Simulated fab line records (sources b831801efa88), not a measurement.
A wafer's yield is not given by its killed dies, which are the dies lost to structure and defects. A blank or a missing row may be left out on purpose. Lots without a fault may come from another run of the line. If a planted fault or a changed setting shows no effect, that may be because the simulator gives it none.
One fault through the eyes of 2 desks / flow sky130 / only its own numbers are on each desk; what lay behind them is given at the end

## METROLOGY DESK
Means of the sampled wafers that have a number, per lot and without regard to the tool the lot ran on: this is what the gauges read. The brackets show how far a lot's mean lies from the usual mean; more than 4 standard deviations puts the lot out of limits, marked OUT.
Columns: A = VT_ADJUST_NCORE_OVL at SKY_VT_ADJUST_NCORE_OVL_MEAS_08, usual 0.9 nm; B = SONOS_ONO_CVD_04_THK at SKY_SONOS_ONO_THK_MEAS_05, usual 5.75 nm; C = POLY_GATE_TW at SKY_RES_PROTECT_TW_MEAS_08, usual 4002
lot=L919; first seen here=day 8 19:55; A=-1.9; B=5.78; C=4019
lot=L920; first seen here=day 9 02:41; A=2.1; B=5.66; C=4056
lot=L921; first seen here=day 9 10:02; A=1.6; B=5.80; C=3988
lot=L922; first seen here=day 9 18:24; A=-0.4; B=5.72; C=4001
lot=L923; first seen here=day 9 21:45; A=-0.2; B=5.76; C=4003
lot=L924; first seen here=day 10 02:55; A=1.1; B=5.68; C=3994
lot=L928; first seen here=day 12 02:40; A=0.8; B=5.78; C=3960
lot=L931; first seen here=day 12 08:29; A=1.3; B=9.00 (+33) OUT; C=4057
lot=L930; first seen here=day 12 09:31; A=2.0; B=9.02 (+33) OUT; C=3990
lot=L942; first seen here=day 15 18:29; A=1.4; B=5.88; C=3996
Finding of this desk: L930, L931 out of limits, first seen on L931 at day 15 21:34 (SONOS_ONO_CVD_04_THK at SKY_SONOS_ONO_THK_MEAS_05). In limits: L919, L920, L921, L922, L923, L924, L928, L942.

## THE TOOL OWNER'S DESK: lpcvd-03
The tool's own readings at SKY_SONOS_ONO_CVD_04 (deposits SiO2 from SiH4/N2O, target thk 5.7199 nm): means of the sampled wafers that have a number, for each lot that ran on this tool. The brackets show how far a lot's mean lies from the usual mean; more than 4 standard deviations puts the lot out of limits, marked OUT. Shown are 7 of the 9 readings it has, namely the first that went out of limits plus those furthest out on some lot.
Columns: A = spike tc bottom C at SKY_SONOS_ONO_CVD_04, usual 919.0 C; B = spike tc centre C at SKY_SONOS_ONO_CVD_04, usual 901.1 C; C = spike tc lower C at SKY_SONOS_ONO_CVD_04, usual 899.4 C; D = spike tc top C at SKY_SONOS_ONO_CVD_04, usual 910.3 C; E = spike tc upper C at SKY_SONOS_ONO_CVD_04, usual 900.6 C; F = susceptor temp C at SKY_SONOS_ONO_CVD_04, usual 900.1 C; G = zone power lower pct at SKY_SONOS_ONO_CVD_04, usual 18.97 %
lot=L919; first seen here=day 11 19:41; A=921.2; B=900.9; C=899.4; D=909.3; E=901.2; F=899.7; G=19.03
lot=L920; first seen here=day 12 02:56; A=916.8; B=901.6; C=898.3; D=913.1; E=899.2; F=899.9; G=19.18
lot=L921; first seen here=day 12 11:34; A=920.3; B=901.7; C=899.6; D=908.1; E=900.6; F=900.1; G=19.15
lot=L922; first seen here=day 12 21:57; A=917.4; B=899.6; C=899.9; D=912.8; E=900.3; F=900.1; G=18.95
lot=L923; first seen here=day 13 02:31; A=918.4; B=901.9; C=898.9; D=912.9; E=900.1; F=900.1; G=18.92
lot=L924; first seen here=day 13 10:08; A=921.1; B=901.9; C=898.8; D=907.8; E=900.9; F=900.3; G=18.83
lot=L928; first seen here=day 15 12:32; A=920.3; B=901.5; C=900.4; D=908.4; E=901.9; F=900.2; G=19.01
lot=L931; first seen here=day 15 20:19; A=971.5 (+35) OUT; B=954.6 (+58) OUT; C=953.1 (+57) OUT; D=965.8 (+23) OUT; E=953.1 (+37) OUT; F=953.8 (+99 or more) OUT; G=21.50 (+13) OUT
lot=L930; first seen here=day 15 22:43; A=971.8 (+35) OUT; B=954.3 (+58) OUT; C=953.7 (+58) OUT; D=964.6 (+23) OUT; E=953.7 (+38) OUT; F=953.9 (+99 or more) OUT; G=21.73 (+14) OUT
lot=L942; first seen here=day 19 12:39; A=919.3; B=901.5; C=900.0; D=907.9; E=902.1; F=900.2; G=19.06
This desk's finding: out of limits on L930, L931; first on L931, day 15 20:19 (spike tc bottom C at SKY_SONOS_ONO_CVD_04). In limits: L919, L920, L921, L922, L923, L924, L928, L942.

## BROUGHT TOGETHER
An alarm could have come from the tool owner's desk at day 15 20:19, on L930, L931.
At day 15 21:34 the metrology desk could have sounded an alarm, on L930, L931.
SKY_SONOS_ONO_CVD_04 was run on lpcvd-03 by each of the lots named.

## WHAT THE SIMULATOR HAD INSERTED
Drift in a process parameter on lpcvd-03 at SKY_SONOS_ONO_CVD_04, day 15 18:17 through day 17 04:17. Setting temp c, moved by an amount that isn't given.
Struck lots among those shown: L930, L931.
Delay (hours) between the fault's onset and each desk's first out-of-limits reading: 2 at the tool owner's desk, 3 at the metrology desk.
